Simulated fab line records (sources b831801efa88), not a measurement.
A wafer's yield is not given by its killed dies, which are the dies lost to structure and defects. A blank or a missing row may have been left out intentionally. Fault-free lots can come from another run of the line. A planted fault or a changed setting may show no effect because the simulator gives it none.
Which tool is to blame? ; flow sky130 ; Sampling: 14 lots, 42 wafers, 3 of 708 route steps

## WHAT EACH GAUGE READ, for each wafer
SKY_VIA1_THK_MEAS_01. Usual: for VIA1_HDPCVD_THK the level is 1031 nm and the standard deviation is 8.7.
lot;measured;on;VIA1_HDPCVD_THK (nm);flag
L162;day 33 06:22;film-metro-01;1046 1035 1045;
L163;day 33 19:51;film-metro-02;1028 1020 1019;
L165;day 34 03:10;film-metro-02;1022 1041 1033;
L164;day 34 03:33;film-metro-02;1028 1035 1031;
L166;day 34 21:20;film-metro-04;1044 1024 1031;
L168;day 35 10:48;film-metro-02;1041 1049 1026;
L169;day 35 17:31;film-metro-02;1037 1039 1039;
L170;day 35 23:23;film-metro-04;1052 1040 1034;
L172;day 36 15:46;film-metro-01;1043 1037 1035;
L173;day 36 18:40;film-metro-01;1021 1028 1039;
L174;day 37 02:17;film-metro-02;1021 1035 1033;
L178;day 38 18:56;film-metro-02;1042 1040 1040;
L179;day 38 20:05;film-metro-04;1026 1030 1028;
L180;day 38 20:11;film-metro-01;1026 1034 1032;

SKY_VIA2_RS_MEAS_22: uses a four-point probe to measure. Usual: for VIA2_W_RS the level is 0.272 ohm/sq and the standard deviation is 0.0041.
lot;measured;on;VIA2_W_RS (ohm/sq);flag
L162;day 36 16:10;film-metro-03;0.267 0.268 0.266;
L163;day 37 06:31;film-metro-03;0.273 0.275 0.274;
L165;day 37 14:03;film-metro-03;0.273 0.274 0.271;
L164;day 37 14:22;film-metro-03;0.272 0.273 0.275;
L166;day 38 06:16;film-metro-04;0.276 0.276 0.279;
L168;day 38 19:55;film-metro-03;0.265 0.265 0.277;
L169;day 39 04:25;film-metro-04;0.270 0.281 0.266;
L170;day 39 07:51;film-metro-03;0.273 0.265 0.269;
L172;day 39 23:26;film-metro-03;0.269 0.272 0.275;
L173;day 40 03:00;film-metro-04;0.271 0.270 0.268;
L174;day 40 08:35;film-metro-03;0.271 0.270 0.269;
L178;day 42 04:15;film-metro-03;0.274 0.275 0.276;
L179;day 42 04:07;film-metro-02;0.271 0.263 0.274;
L180;day 42 05:28;film-metro-02;0.274 0.275 0.273;

## EACH LOT AND THE TOOL THAT RAN IT (in order: tool; ch and the chambers of the sampled wafers; start)
lot;SKY_METAL2_DESCUM_17
L162;rie-metal-02 ch 0,1, day 35 12:15
L163;rie-metal-04 ch 0,1, day 36 01:50
L165;rie-metal-04 ch 0,1, day 36 09:43
L164;rie-metal-02 ch 0,1, day 36 10:04
L166;rie-metal-04 ch 0,1, day 37 02:52
L168;rie-metal-02 ch 0,1, day 37 16:28
L169;rie-metal-04 ch 0,1, day 38 00:11
L170;rie-metal-01 ch 0,1, day 38 04:17
L172;rie-metal-01 ch 0,1, day 38 21:04
L173;rie-metal-02 ch 0,1, day 39 00:24
L174;rie-metal-01 ch 0,1, day 39 07:05
L178;rie-metal-02 ch 0,1, day 41 01:36
L179;rie-metal-01 ch 0,1, day 41 01:57
L180;rie-metal-02 ch 0,1, day 41 02:18
- SKY_METAL2_DESCUM_17: chemistry O2, time 8 s.

## WHAT THE TOOLS THEMSELVES READ (means of the sampled wafers that have a number; where no wafer has one, the mark that the record gives instead)
SKY_METAL2_DESCUM_17. Usual: drypump-motor-current-A 5.5 A, standard deviation 0.3; he-backside-leak-sccm 3.4 sccm, standard deviation 0.33; oes-product-au 1.004 a.u., standard deviation 0.0086; temp-c 40.01 C, standard deviation 0.097.
lot;tool;drypump-motor-current-A (A);he-backside-leak-sccm (sccm);oes-product-au (a.u.);temp-c (C);flag
L162;rie-metal-02;5.3;3.5;1.012;39.94;
L163;rie-metal-04;5.8;3.1;0.992;40.04;
L165;rie-metal-04;5.8;3.3;1.004;39.94;
L164;rie-metal-02;5.3;3.3;1.007;39.98;
L166;rie-metal-04;5.9;3.4;1.000;40.09;
L168;rie-metal-02;5.3;3.3;1.001;40.08;
L169;rie-metal-04;6.0;3.4;1.001;40.03;
L170;rie-metal-01;5.3;3.4;1.016;40.01;
L172;rie-metal-01;5.2;3.3;1.012;39.94;
L173;rie-metal-02;5.3;3.4;1.006;40.04;
L174;rie-metal-01;5.3;3.3;1.010;39.98;
L178;rie-metal-02;5.3;3.4;1.000;40.06;
L179;rie-metal-01;5.2;3.4;1.009;39.99;
L180;rie-metal-02;5.4;3.1;0.999;40.08;

## THE ANSWER, worked out from the rows above alone
Rule: take the mean of a lot's wafers that have a number; if it is more than 3 standard deviations from the usual mean, the lot is off. Also off: a lot with no number at a reading for which 4 or more lots have one. The other lots that the step has rows for count as sound. After the gauges, taken in route order, come the tools' own readings; for these a lot's mean is taken, as printed above. The first step at which some lot is off is used, and at that step the reading that is off furthest; a lot without a number counts as furthest.
Across all readings shown, no lot is off: no conclusion can be drawn from this.

## WHAT THE SIMULATOR HAD PUT IN
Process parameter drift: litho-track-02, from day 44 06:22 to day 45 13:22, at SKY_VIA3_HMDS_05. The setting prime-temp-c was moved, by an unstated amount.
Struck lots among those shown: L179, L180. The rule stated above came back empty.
